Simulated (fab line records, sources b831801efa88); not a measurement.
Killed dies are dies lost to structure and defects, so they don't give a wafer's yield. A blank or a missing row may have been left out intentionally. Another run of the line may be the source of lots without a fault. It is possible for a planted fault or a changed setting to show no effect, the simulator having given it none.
A lot that was struck, set against a sound lot    flow sky130    15 steps out of a route of 708
Sound: these wafers, L725.4, L725.5, L725.6. The struck wafers were L721.1, L721.4, L721.6. Last of all comes the cause.
At each step with rows: each side's tool, then ch and its chambers, then its first start. Under that, the readings that differ: sound wafers    struck wafers    difference of the means    sigmas: that difference in standard deviations of wafers without a fault.
alike: same words and numbers on both sides, and readings whose means sit less than 2 such deviations apart. not compared: any withheld reading, any reading some wafer has no value for, any bound like >300 that may hide the same value, and any number with overlapping values for which the record gives no deviation.
A row with sigmas, a row that says differs or no value, or rows on one side alone: a step with any of these is where the two part. Numbers that don't overlap but have no deviation are shown without sigmas and don't part them. A reading missing from all wafers of one side parts the sides only when that side holds two or more wafers.

first, 6 steps without rows for these wafers: SKY_GATE_OXIDE_HMDS_04 (prime time 60 s); SKY_GATE_OXIDE_COAT_05 (resist thk 1140 nm); SKY_GATE_OXIDE_SOFTBAKE_06 (time 60 s); SKY_GATE_OXIDE_EXPOSE_07 (exposes mask LVOM, target cd 600 nm); SKY_GATE_OXIDE_PEB_08; SKY_GATE_OXIDE_DEVELOP_09 (develop time 60 s).
SKY_GATE_OXIDE_OVL_MEAS_10:
  struck on overlay-01, day 18 15:31; sound on overlay-02, day 20 01:02
  alike: GATE_OXIDE_OVL
then, 2 steps without rows for these wafers: SKY_GATE_OXIDE_IMPLANT_11; SKY_GATE_OXIDE_WET_ETCH_12 (etches SiO2 in dHF, target depth 16.8 nm, time 319.8 s).
SKY_GATE_OXIDE_STRIP_13: strips in O2/N2.
  sound on plasma-asher-04 ch 0,1, day 20 01:20; struck on plasma-asher-03 ch 0,1, day 18 15:48
  alike: drypump-motor-current-A, n2-flow-sccm, oes-product-au, strip-time-to-endpoint-s
  not compared: rf-hours-counter-h
SKY_GATE_OXIDE_TW_MEAS_14:
  struck on film-metro-01, day 18 15:54; sound on film-metro-03, day 20 01:26
  alike: GATE_OXIDE_TW
then, 1 step without rows for these wafers: SKY_GATE_OXIDE_CLEAN_15 (cleans in SC1/SC2, time 150 s).
SKY_GATE_OXIDE_OXIDATION_16: stabilise 600 s, purge 300 s, target thk 3.57 nm.
  sound on furnace-01 ch 0, day 20 01:31; struck on furnace-02 ch 0, day 18 16:35
reading                   sound              struck             difference  sigmas
zone-power-upper-pct (%)  14.88 14.82 14.67  14.54 14.45 14.38  -0.33       -2
  alike: ramp-down-c-per-min
  not compared: model.SiO2_of_GATE_OXIDE_OXIDATION_01.thk-nm
then, 1 step without rows for these wafers: SKY_POLY_GATE_CVD_00 (deposits poly-Si, target thk 180 nm, time 720 s).
-- here the record skips 30 days between the struck wafers' starts before and after, leaving off in module POLY_GATE and picking up in module PAD_OPEN (first step shown: number 708 of the route) --
SKY_PAD_OPEN_PROBE_99:
  struck on prober-01, day 49 01:38; sound on prober-02, day 50 22:26
reading                                    sound              struck             difference  sigmas
model.etest.nfet_01v8.r-on-ohm-um          801.3 853.1 837.9  882.9 908.4 920.7  +73.2       
model.etest.nfet_01v8_lvt.drive-ua-um      585.7 555.3 562    520.7 510.6 512    -53.2       
model.etest.nfet_01v8_turned.drive-ua-um   519.8 495.4 501.9  455.9 444.6 439.3  -59.1       
model.etest.nfet_01v8_swapped.drive-ua-um  516.7 489.7 495.5  449.9 444.5 438.2  -56.4       
model.etest.nfet_01v8.drive-ua-um          512.9 493.8 494.8  452.8 445.4 439.9  -54.5       
model.etest.sram-nfet-pass.drive-ua-um     489.3 466.4 477.1  436.3 420.7 415    -53.6       
  alike: killed_at_M0_to_M3, killed_at_M4_up, killed-at-contacts, killed-at-front-end, killed-at-other, killed-dies, killed-on-rim, killed-open, killed-short
  not compared: model.etest.pfet_01v8.r-on-ohm-um, model.etest.nfet-g5v0d10v5.drive-ua-um

## WHERE THEY PART
Only at SKY_GATE_OXIDE_OXIDATION_16, as far as this record shows. Later steps at which nothing parts them and some readings are alike: SKY_PAD_OPEN_PROBE_99.

WHY: whatever the simulator had introduced
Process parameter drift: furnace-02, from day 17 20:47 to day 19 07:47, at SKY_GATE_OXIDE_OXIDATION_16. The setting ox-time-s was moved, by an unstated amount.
